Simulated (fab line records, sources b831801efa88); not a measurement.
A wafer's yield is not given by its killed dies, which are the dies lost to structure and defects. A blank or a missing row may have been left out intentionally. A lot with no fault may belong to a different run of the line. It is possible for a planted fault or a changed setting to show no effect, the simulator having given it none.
Matching of chambers || flow sky130 || 3 sister chambers for SKY_PASSIVATION_CVD_02 on pecvd-02
The step deposits Si3N4, target thk 540 nm. 6 wafers are shown with their chamber, then 10 later ones without.

## WAFERS PAIRED WITH THEIR CHAMBERS
{"wafer": "L088.1", "chamber": 0, "heater power w (W)": 710}
{"wafer": "L089.1", "chamber": 2, "heater power w (W)": 623}
{"wafer": "L089.3", "chamber": 1, "heater power w (W)": 672}
{"wafer": "L089.6", "chamber": 1, "heater power w (W)": 682}
{"wafer": "L093.2", "chamber": 0, "heater power w (W)": 590}
{"wafer": "L093.4", "chamber": 2, "heater power w (W)": 654}

## WAFERS WITHOUT THEIR CHAMBER
{"wafer": "L093.5", "heater power w (W)": 635}
{"wafer": "L094.4", "heater power w (W)": 674}
{"wafer": "L094.5", "heater power w (W)": 681}
{"wafer": "L094.6", "heater power w (W)": 605}
{"wafer": "L095.1", "heater power w (W)": 695}
{"wafer": "L095.5", "heater power w (W)": 678}
{"wafer": "L095.6", "heater power w (W)": 716}
{"wafer": "L097.3", "heater power w (W)": 632}
{"wafer": "L097.4", "heater power w (W)": 669}
{"wafer": "L097.5", "heater power w (W)": 719}

## THE CHAMBER EACH PASSED THROUGH
{"wafer": "L093.5", "from the rows above": "can't be placed: 2 or 0 or 1", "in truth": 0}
{"wafer": "L094.4", "from the rows above": "can't be placed: 1 or 0 or 2", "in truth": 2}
{"wafer": "L094.5", "from the rows above": "can't be placed: 1 or 0 or 2", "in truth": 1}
{"wafer": "L094.6", "from the rows above": "can't be placed: 2 or 0 or 1", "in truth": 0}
{"wafer": "L095.1", "from the rows above": "can't be placed: 1 or 0 or 2", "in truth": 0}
{"wafer": "L095.5", "from the rows above": "can't be placed: 1 or 0 or 2", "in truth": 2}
{"wafer": "L095.6", "from the rows above": "can't be placed: 1 or 0 or 2", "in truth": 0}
{"wafer": "L097.3", "from the rows above": "can't be placed: 2 or 0 or 1", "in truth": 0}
{"wafer": "L097.4", "from the rows above": "can't be placed: 1 or 0 or 2", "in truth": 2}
{"wafer": "L097.5", "from the rows above": "can't be placed: 1 or 0 or 2", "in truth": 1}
0 of 10 placed correctly. These rows do not allow placing 10 (true chamber among the candidates in 10). Placed wrongly: 0.
How it was worked out, from the rows above alone: a wafer's distance from a chamber is the root of the sum, over the readings, of the square of ((its reading less the chamber's mean) divided by the reading's scatter). The wafer belongs to the nearest chamber; if the next one is less than 2 further off, it can't be placed. The mean given for a chamber averages the wafers shown for that chamber. How the scatter is found: for the shown wafers, subtract from each reading the mean of its chamber, square and add these, divide the total by (wafers less chambers), then take the root.
